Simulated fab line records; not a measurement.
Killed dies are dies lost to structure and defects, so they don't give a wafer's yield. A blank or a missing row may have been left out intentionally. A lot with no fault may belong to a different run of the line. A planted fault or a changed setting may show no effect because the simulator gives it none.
Struck lot and sound lot, side by side ; flow gf180mcu ; 20 out of 602 route steps
Sound: wafers L315.3, L315.5, L315.6. Wafers struck: L327.2, L327.5, L327.6. At the end, the cause is stated.
For every step that has rows: the tool of each side, followed by ch and its chambers, followed by its first start. Under that, the readings that differ: sound wafers ; struck wafers ; difference of the means ; sigmas: that difference in standard deviations of wafers without a fault.
alike: words and numbers the same on both sides, and readings whose means are apart by under 2 such deviations; not compared: readings that were withheld, readings missing a value for some wafer, numbers with overlapping values and no deviation given by the record, and bounds like >300 which may hide the same value.
The two part at a step that has a row with sigmas, a row that says differs or no value, or rows on one side only. Numbers that have no deviation but don't overlap get no sigmas and don't part them. A reading missing from all wafers of one side parts the sides only when that side holds two or more wafers.

GF_HV_LDD_RS_MEAS_53: measurement is done with a four-point probe.
  sound: film metro-01 at day 14 15:23; struck: film metro-01 at day 18 16:23
  alike: HV_LDD_RS
then, 1 step without rows for these wafers: GF_HV_LDD_CVD_54 (deposits SiO2 from TEOS, target thk 10 nm, time 75 s).
GF_HV_LDD_THK_MEAS_55:
  sound: film metro-01 at day 14 16:31; struck: film metro-01 at day 18 17:31
  alike: HV_LDD_CVD_54_THK
then, 1 step without rows for these wafers: GF_HV_LDD_CVD_56 (deposits Si3N4 from DCS/NH3, target thk 90 nm, time 1543 s).
GF_HV_LDD_THK_MEAS_57:
  sound: film metro-04 at day 14 18:00; struck: film metro-04 at day 18 19:01
  alike: HV_LDD_CVD_56_THK
GF_HV_LDD_ETCHBACK_58: etches Si3N4 in CH3F/O2, stops on SiO2, time 100 s, target depth 90 nm.
  sound on rie diel-01 ch 0,1,3, day 14 18:02; struck on rie diel-01 ch 0,1,3, day 18 19:04
  alike: ch3f flow sccm, drypump motor current A, oes product au, rf fwd power W, throttle valve pct
  not compared: rf hours counter h
then, 6 steps without rows for these wafers: GF_NSD_DEHYDRATE_00 (time 60 s); GF_NSD_HMDS_01 (prime time 60 s); GF_NSD_COAT_02 (resist thk 1000 nm); GF_NSD_SOFTBAKE_03 (time 60 s); GF_NSD_EXPOSE_04 (exposes mask Nplus, target cd 400 nm); GF_NSD_PEB_05.
GF_NSD_DEVELOP_06: develop time 60 s.
  sound on litho track-01 ch 0, day 15 15:10; struck on litho track-03 ch 0, day 19 19:24
  alike: chill plate temp C
GF_NSD_CD_MEAS_07: target cd 400 nm.
  sound: cd sem-01 at day 15 15:19; struck: cd sem-02 at day 19 19:32
reading;sound;struck;difference;sigmas
cd nm (nm);402.0 400.5 398.8;- - -;no value on the struck wafers;
GF_NSD_OVL_MEAS_08:
  sound: overlay-01 at day 15 15:24; struck: overlay-02 at day 19 19:39
reading;sound;struck;difference;sigmas
NSD_OVL (nm);-2.8 -0.8 -1.0;- - -;no value on the struck wafers;
then, 2 steps without rows for these wafers: GF_NSD_IMPLANT_09; GF_NSD_IMPLANT_10.
GF_NSD_STRIP_11: strips in O2/N2.
  sound on plasma asher-01 ch 0,1, day 15 15:46; struck on plasma asher-04 ch 0,1, day 19 19:59
  alike: drypump motor current A, heater power w, oes product au, platen temp c, strip time to endpoint s
  not compared: rf hours counter h
GF_NSD_TW_MEAS_12:
  sound: film metro-01 at day 15 15:51; struck: film metro-02 at day 19 20:05
reading;sound;struck;difference;sigmas
NSD_TW;4214 4198 4213;30 30 30;-4178;-99 or more
then, 1 step without rows for these wafers: GF_PSD_DEHYDRATE_00 (time 60 s).

WHERE THEY PART
At GF_NSD_CD_MEAS_07 first; at GF_NSD_TW_MEAS_12 last (within this record only).

WHY: the cause the simulator had injected
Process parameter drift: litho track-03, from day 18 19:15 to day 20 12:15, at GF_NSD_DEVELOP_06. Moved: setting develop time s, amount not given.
